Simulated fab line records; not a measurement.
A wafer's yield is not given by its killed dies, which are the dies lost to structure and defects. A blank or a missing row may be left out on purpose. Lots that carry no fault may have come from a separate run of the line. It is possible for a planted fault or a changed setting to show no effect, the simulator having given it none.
The tool behind it: which one? -- flow sky130 -- 7 lots, 21 wafers sampled, at 1 step of a route of 708

WHAT THE GAUGES SHOWED, per wafer
SKY_VT_ADJUST_LVTN_OVL_MEAS_18.
lot,measured,on,VT_ADJUST_LVTN_01_OVL (nm)
L422,day 7 19:25,overlay-01,-0.4 -3.1 -1.3
L424,day 8 06:22,overlay-01,-0.3 -2.0 -1.6
L429,day 10 02:55,overlay-02,-1.3 -0.4 -0.8
L430,day 10 12:31,overlay-02,0.5 -2.3 -1.4
L439,day 13 05:04,overlay-02,-0.5 -0.2 -0.9
L438,day 13 06:19,overlay-01,-1.8 -2.6 -1.1
L444,day 14 11:22,overlay-01,-0.9 -0.8 -4.5

WHICH TOOL RAN EACH LOT (tool, then ch and the chambers of the sampled wafers, then the start)
There is no process step in the record ahead of these readings.

THE ANSWER, worked out from the rows above alone
Rule: the lots themselves supply what counts as usual. Put in order of their means at a reading, lots are off if they are a third of the lots or fewer, leave a main group of 4 or more, and stand apart from it by a gap of 3 or more times the standard deviation of the main group's means; of several such gaps the widest counts. A main group whose means are all the same, to the digits that the tables above print for the reading, isn't used. Also off: a lot with no number at a reading for which 4 or more lots have one. The other lots that the step has rows for count as sound.
Nothing can be told from this: no lot is off at any reading shown.

WHAT THE SIMULATOR HAD PUT IN
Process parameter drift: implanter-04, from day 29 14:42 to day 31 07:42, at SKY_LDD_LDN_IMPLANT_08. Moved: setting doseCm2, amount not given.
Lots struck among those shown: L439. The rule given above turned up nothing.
